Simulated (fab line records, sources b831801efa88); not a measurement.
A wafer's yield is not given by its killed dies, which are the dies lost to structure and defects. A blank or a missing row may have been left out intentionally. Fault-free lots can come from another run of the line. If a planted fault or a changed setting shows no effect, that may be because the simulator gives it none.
Which of the tools did it? / flow sfq_line / 45 wafers from 15 lots sampled at 4 of the route's 325 steps

== WHAT THE GAUGES READ, wafer by wafer ==
SFQ_M6_OVL_MEAS_940.
lot=L367; measured=day 70 23:00; on=overlay-02; M6_OVL (nm)=-3 -1 4
lot=L368; measured=day 71 00:12; on=overlay-02; M6_OVL (nm)=-1 -6 -7
lot=L369; measured=day 71 23:34; on=overlay-01; M6_OVL (nm)=-3 -1 -4
lot=L374; measured=day 73 12:46; on=overlay-01; M6_OVL (nm)=8 11 4
lot=L375; measured=day 73 13:58; on=overlay-01; M6_OVL (nm)=- - -
lot=L376; measured=day 73 16:54; on=overlay-02; M6_OVL (nm)=- - -
lot=L377; measured=day 76 07:49; on=overlay-01; M6_OVL (nm)=- - -
lot=L379; measured=day 78 00:26; on=overlay-02; M6_OVL (nm)=2 -9 2
lot=L382; measured=day 81 23:41; on=overlay-01; M6_OVL (nm)=2 5 0
lot=L383; measured=day 82 06:52; on=overlay-01; M6_OVL (nm)=-7 4 2
lot=L384; measured=day 83 16:01; on=overlay-02; M6_OVL (nm)=-11 -6 -6
lot=L385; measured=day 84 12:25; on=overlay-02; M6_OVL (nm)=-8 -1 1
lot=L387; measured=day 85 07:28; on=overlay-01; M6_OVL (nm)=5 2 7
lot=L388; measured=day 85 18:31; on=overlay-01; M6_OVL (nm)=-6 -11 -10
lot=L389; measured=day 86 00:38; on=overlay-02; M6_OVL (nm)=-7 -5 4

SFQ_M8_THK_MEAS_950: measures by xrf.
lot=L367; measured=day 76 15:38; on=film_metro-04; M8_AU_THK (nm)=177.4 177.7 178.9
lot=L368; measured=day 76 21:38; on=film_metro-04; M8_AU_THK (nm)=180.0 180.1 180.5
lot=L369; measured=day 77 20:34; on=film_metro-03; M8_AU_THK (nm)=179.6 176.0 176.1
lot=L374; measured=day 80 22:54; on=film_metro-04; M8_AU_THK (nm)=180.4 179.2 178.1
lot=L375; measured=day 80 21:43; on=film_metro-03; M8_AU_THK (nm)=177.2 177.1 180.3
lot=L376; measured=day 81 00:07; on=film_metro-01; M8_AU_THK (nm)=183.7 181.9 183.4
lot=L377; measured=day 83 04:56; on=film_metro-01; M8_AU_THK (nm)=179.4 181.9 184.4
lot=L379; measured=day 83 07:20; on=film_metro-04; M8_AU_THK (nm)=172.9 177.1 176.1
lot=L382; measured=day 83 10:56; on=film_metro-01; M8_AU_THK (nm)=179.5 182.4 181.2
lot=L383; measured=day 83 12:07; on=film_metro-04; M8_AU_THK (nm)=176.8 177.4 177.8
lot=L384; measured=day 88 06:35; on=film_metro-04; M8_AU_THK (nm)=177.2 179.7 179.1
lot=L385; measured=day 88 14:15; on=film_metro-04; M8_AU_THK (nm)=179.7 174.3 174.8
lot=L387; measured=day 89 14:35; on=film_metro-01; M8_AU_THK (nm)=181.0 176.8 181.1
lot=L388; measured=day 89 21:44; on=film_metro-03; M8_AU_THK (nm)=175.9 178.5 177.8
lot=L389; measured=day 90 02:41; on=film_metro-03; M8_AU_THK (nm)=177.0 176.9 179.2

== WHICH TOOL RAN EACH LOT (tool, then ch and the chambers of the sampled wafers, then the start) ==
lot=L367; SFQ_TRILAYER_L0_VIA_BARC_OPEN_VIA_ETCH_021=rie_diel-02 ch 1,2,3, day 7 23:22; SFQ_TRILAYER_M1_LITHO_EXPOSE_040=krf_scanner-02 ch 0, day 22 07:16
lot=L368; SFQ_TRILAYER_L0_VIA_BARC_OPEN_VIA_ETCH_021=rie_diel-03 ch 2,3, day 8 11:05; SFQ_TRILAYER_M1_LITHO_EXPOSE_040=krf_scanner-02 ch 0, day 23 20:43
lot=L369; SFQ_TRILAYER_L0_VIA_BARC_OPEN_VIA_ETCH_021=rie_diel-03 ch 0,2,3, day 8 21:53; SFQ_TRILAYER_M1_LITHO_EXPOSE_040=krf_scanner-02 ch 0, day 24 11:07
lot=L374; SFQ_TRILAYER_L0_VIA_BARC_OPEN_VIA_ETCH_021=rie_diel-04 ch 0,3, day 10 06:19; SFQ_TRILAYER_M1_LITHO_EXPOSE_040=krf_scanner-02 ch 0, day 26 13:31
lot=L375; SFQ_TRILAYER_L0_VIA_BARC_OPEN_VIA_ETCH_021=rie_diel-04 ch 0,1, day 10 11:07; SFQ_TRILAYER_M1_LITHO_EXPOSE_040=krf_scanner-01, day 26 23:52
lot=L376; SFQ_TRILAYER_L0_VIA_BARC_OPEN_VIA_ETCH_021=rie_diel-04 ch 1,3, day 10 18:19; SFQ_TRILAYER_M1_LITHO_EXPOSE_040=krf_scanner-01, day 27 08:16
lot=L377; SFQ_TRILAYER_L0_VIA_BARC_OPEN_VIA_ETCH_021=rie_diel-03 ch 2,3, day 10 20:43; SFQ_TRILAYER_M1_LITHO_EXPOSE_040=krf_scanner-01, day 27 10:40
lot=L379; SFQ_TRILAYER_L0_VIA_BARC_OPEN_VIA_ETCH_021=rie_diel-02 ch 0,1,3, day 11 05:07; SFQ_TRILAYER_M1_LITHO_EXPOSE_040=krf_scanner-02 ch 0, day 28 07:11
lot=L382; SFQ_TRILAYER_L0_VIA_BARC_OPEN_VIA_ETCH_021=rie_diel-03 ch 1,2,3, day 11 21:55; SFQ_TRILAYER_M1_LITHO_EXPOSE_040=krf_scanner-02 ch 0, day 29 01:11
lot=L383; SFQ_TRILAYER_L0_VIA_BARC_OPEN_VIA_ETCH_021=rie_diel-02 ch 1,2,3, day 12 08:42; SFQ_TRILAYER_M1_LITHO_EXPOSE_040=krf_scanner-02 ch 0, day 29 05:47
lot=L384; SFQ_TRILAYER_L0_VIA_BARC_OPEN_VIA_ETCH_021=rie_diel-04 ch 1,2, day 12 12:18; SFQ_TRILAYER_M1_LITHO_EXPOSE_040=krf_scanner-01 ch 0, day 29 21:45
lot=L385; SFQ_TRILAYER_L0_VIA_BARC_OPEN_VIA_ETCH_021=rie_diel-02 ch 1,3, day 12 20:50; SFQ_TRILAYER_M1_LITHO_EXPOSE_040=krf_scanner-01 ch 0, day 30 17:28
lot=L387; SFQ_TRILAYER_L0_VIA_BARC_OPEN_VIA_ETCH_021=rie_diel-03 ch 0,2,3, day 13 00:26; SFQ_TRILAYER_M1_LITHO_EXPOSE_040=krf_scanner-01 ch 0, day 31 01:52
lot=L388; SFQ_TRILAYER_L0_VIA_BARC_OPEN_VIA_ETCH_021=rie_diel-02 ch 0,1,3, day 13 02:50; SFQ_TRILAYER_M1_LITHO_EXPOSE_040=krf_scanner-01 ch 0, day 31 05:40
lot=L389; SFQ_TRILAYER_L0_VIA_BARC_OPEN_VIA_ETCH_021=rie_diel-03 ch 0,1, day 13 04:02; SFQ_TRILAYER_M1_LITHO_EXPOSE_040=krf_scanner-01 ch 0, day 31 09:04
- SFQ_TRILAYER_L0_VIA_BARC_OPEN_VIA_ETCH_021: etches BARC in O2, target depth 125 nm, time 41.7 s.
- SFQ_TRILAYER_M1_LITHO_EXPOSE_040: exposes mask M1, target cd 500 nm.

== AS READ BY THE TOOLS THEMSELVES (means over the sampled wafers that have a number; for cases with no such wafer, the mark the record gives instead) ==
SFQ_TRILAYER_L0_VIA_BARC_OPEN_VIA_ETCH_021.
lot=L367; tool=rie_diel-02; bias_w (W)=80.07; drypump_motor_current_A (A)=5.9; oes_product_au (a.u.)=0.688
lot=L368; tool=rie_diel-03; bias_w (W)=80.37; drypump_motor_current_A (A)=6.3; oes_product_au (a.u.)=0.686
lot=L369; tool=rie_diel-03; bias_w (W)=79.78; drypump_motor_current_A (A)=6.1; oes_product_au (a.u.)=0.687
lot=L374; tool=rie_diel-04; bias_w (W)=79.98; drypump_motor_current_A (A)=5.3; oes_product_au (a.u.)=0.685
lot=L375; tool=rie_diel-04; bias_w (W)=80.30; drypump_motor_current_A (A)=5.6; oes_product_au (a.u.)=0.681
lot=L376; tool=rie_diel-04; bias_w (W)=79.98; drypump_motor_current_A (A)=6.2; oes_product_au (a.u.)=0.680
lot=L377; tool=rie_diel-03; bias_w (W)=79.96; drypump_motor_current_A (A)=6.3; oes_product_au (a.u.)=0.694
lot=L379; tool=rie_diel-02; bias_w (W)=80.11; drypump_motor_current_A (A)=5.8; oes_product_au (a.u.)=0.686
lot=L382; tool=rie_diel-03; bias_w (W)=79.99; drypump_motor_current_A (A)=6.2; oes_product_au (a.u.)=0.686
lot=L383; tool=rie_diel-02; bias_w (W)=80.22; drypump_motor_current_A (A)=5.9; oes_product_au (a.u.)=0.684
lot=L384; tool=rie_diel-04; bias_w (W)=79.76; drypump_motor_current_A (A)=6.0; oes_product_au (a.u.)=0.689
lot=L385; tool=rie_diel-02; bias_w (W)=79.96; drypump_motor_current_A (A)=5.9; oes_product_au (a.u.)=0.687
lot=L387; tool=rie_diel-03; bias_w (W)=79.66; drypump_motor_current_A (A)=6.1; oes_product_au (a.u.)=0.692
lot=L388; tool=rie_diel-02; bias_w (W)=80.10; drypump_motor_current_A (A)=5.8; oes_product_au (a.u.)=0.683
lot=L389; tool=rie_diel-03; bias_w (W)=80.09; drypump_motor_current_A (A)=6.0; oes_product_au (a.u.)=0.687

SFQ_TRILAYER_M1_LITHO_EXPOSE_040.
lot=L367; tool=krf_scanner-02; exposure_dose_mJ_cm2=14.383; focus_offset_nm (nm)=-0.3
lot=L368; tool=krf_scanner-02; exposure_dose_mJ_cm2=14.403; focus_offset_nm (nm)=0.3
lot=L369; tool=krf_scanner-02; exposure_dose_mJ_cm2=14.398; focus_offset_nm (nm)=0.2
lot=L374; tool=krf_scanner-02; exposure_dose_mJ_cm2=14.391; focus_offset_nm (nm)=-0.2
lot=L375; tool=krf_scanner-01; exposure_dose_mJ_cm2=-; focus_offset_nm (nm)=-
lot=L376; tool=krf_scanner-01; exposure_dose_mJ_cm2=-; focus_offset_nm (nm)=-
lot=L377; tool=krf_scanner-01; exposure_dose_mJ_cm2=-; focus_offset_nm (nm)=-
lot=L379; tool=krf_scanner-02; exposure_dose_mJ_cm2=14.401; focus_offset_nm (nm)=0.8
lot=L382; tool=krf_scanner-02; exposure_dose_mJ_cm2=14.383; focus_offset_nm (nm)=0.0
lot=L383; tool=krf_scanner-02; exposure_dose_mJ_cm2=14.421; focus_offset_nm (nm)=-0.1
lot=L384; tool=krf_scanner-01; exposure_dose_mJ_cm2=14.422; focus_offset_nm (nm)=-0.2
lot=L385; tool=krf_scanner-01; exposure_dose_mJ_cm2=14.404; focus_offset_nm (nm)=-0.1
lot=L387; tool=krf_scanner-01; exposure_dose_mJ_cm2=14.398; focus_offset_nm (nm)=-0.3
lot=L388; tool=krf_scanner-01; exposure_dose_mJ_cm2=14.404; focus_offset_nm (nm)=0.1
lot=L389; tool=krf_scanner-01; exposure_dose_mJ_cm2=14.394; focus_offset_nm (nm)=0.8

== THE ANSWER, worked out from the rows above alone ==
Rule: what is usual is taken from the lots themselves. The widest of any qualifying gaps counts: lots, ordered by their means at a reading, are off when they make up no more than a third of the lots, leave a main group of 4 or more, and stand apart from it by 3 or more times the standard deviation of that group's means. Not used: any main group whose means are identical at the precision the tables above print for the reading. A lot without any number at a reading at which 4 lots or more have one is off too. Any other lot the step has rows for is counted as sound. Order of review: gauges by route order, followed by the tools' own readings, for which a lot's mean as printed above is used. The first step at which some lot is off is used, and at that step the reading that is off furthest; a lot without a number counts as furthest.
Off: L375, L376, L377, at SFQ_M6_OVL_MEAS_940 (M6_OVL). Without a number there: L375, L376, L377. The main group has a mean of -1 nm with a standard deviation of 4.6.
A tool fits if, at a process step before that reading, it ran every lot that is off, and no sound lot after the first of them. Not tried: the gauges at SFQ_M6_OVL_MEAS_940; whatever is off there is also off at SFQ_TRILAYER_M1_LITHO_EXPOSE_040, on other tools, and gauge error can't account for it. No candidate that was tried fits.

== WHAT HAD BEEN PUT IN BY THE SIMULATOR ==
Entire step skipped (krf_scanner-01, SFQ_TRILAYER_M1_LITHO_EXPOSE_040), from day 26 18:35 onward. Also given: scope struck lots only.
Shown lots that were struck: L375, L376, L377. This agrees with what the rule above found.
